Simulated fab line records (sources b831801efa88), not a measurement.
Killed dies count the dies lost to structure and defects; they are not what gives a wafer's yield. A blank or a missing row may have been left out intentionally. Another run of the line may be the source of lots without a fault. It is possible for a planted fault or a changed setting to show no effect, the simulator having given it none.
A struck lot beside a sound one / flow sky130 / 14 steps out of a route of 708
Sound: the wafers L576.1, L576.3, L576.4. Wafers struck: L585.1, L585.2, L585.4. At the end, the cause is stated.
Each step with rows lists, per side, the tool, then ch with its chambers, then its first start. Under that, the readings that differ: sound wafers / struck wafers / difference of the means / sigmas: that difference in standard deviations of wafers without a fault.
alike: words and numbers the same on both sides, and readings whose means are apart by under 2 such deviations; not compared: readings that were withheld, readings missing a value for some wafer, numbers with overlapping values and no deviation given by the record, and bounds like >300 which may hide the same value.
Wherever a step has rows on one side only, a row that says differs or no value, or a row with sigmas, the two part there. Numbers that have no deviation but don't overlap get no sigmas and don't part them. A reading missing from all wafers of one side parts the sides only when that side holds two or more wafers.

first, 4 steps without rows for these wafers: SKY_METAL1_STRIP_21 (strips in post etch residue remover, time 1200 s); SKY_METAL1_CLEAN_22 (cleans in IPA, time 180 s); SKY_METAL1_CLEAN_23 (cleans in O3/DIW); SKY_VIA1_HDPCVD_00 (deposits SiO2, target thk 1030 nm, time 171.7 s).
SKY_VIA1_THK_MEAS_01:
  sound on filmMetro-01 at day 35 00:32; struck on filmMetro-04 at day 38 01:44
  alike: VIA1_HDPCVD_THK
SKY_VIA1_CMP_02: polishes SiO2.
  sound on cmp-02 ch 0,1,2, day 35 00:35; struck on cmp-02 ch 0,1,2, day 38 01:48
  alike: motorCurrentA, retainingRingPressureFrac
SKY_VIA1_BOW_MEAS_03:
  sound on filmMetro-01 at day 35 00:53; struck on filmMetro-02 at day 38 02:06
  alike: VIA1_BOW
then, 5 steps without rows for these wafers: SKY_VIA1_DEHYDRATE_04 (time 60 s); SKY_VIA1_HMDS_05 (prime time 60 s); SKY_VIA1_COAT_06 (resist thk 60 nm); SKY_VIA1_COAT_07 (resist thk 450 nm); SKY_VIA1_SOFTBAKE_08 (time 90 s).
SKY_VIA1_EXPOSE_09: exposes mask VIM, target cd 150 nm.
  sound on krfScanner-01 ch 0, day 35 14:57; struck on krfScanner-01, day 38 15:07
  no value came back on the struck wafers for exposureDoseMJCm2, focusOffsetNm (nm); on the sound wafers exposureDoseMJCm2 reads 37.93 37.89 37.94
  alike: mask
next, for these wafers, 1 step has no rows: SKY_VIA1_PEB_10.

## WHERE THEY PART
Only at SKY_VIA1_EXPOSE_09, as far as this record shows.

WHY: what the simulator had put in
Skipped step whole: krfScanner-01, from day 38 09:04 on, at SKY_VIA1_EXPOSE_09. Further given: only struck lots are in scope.
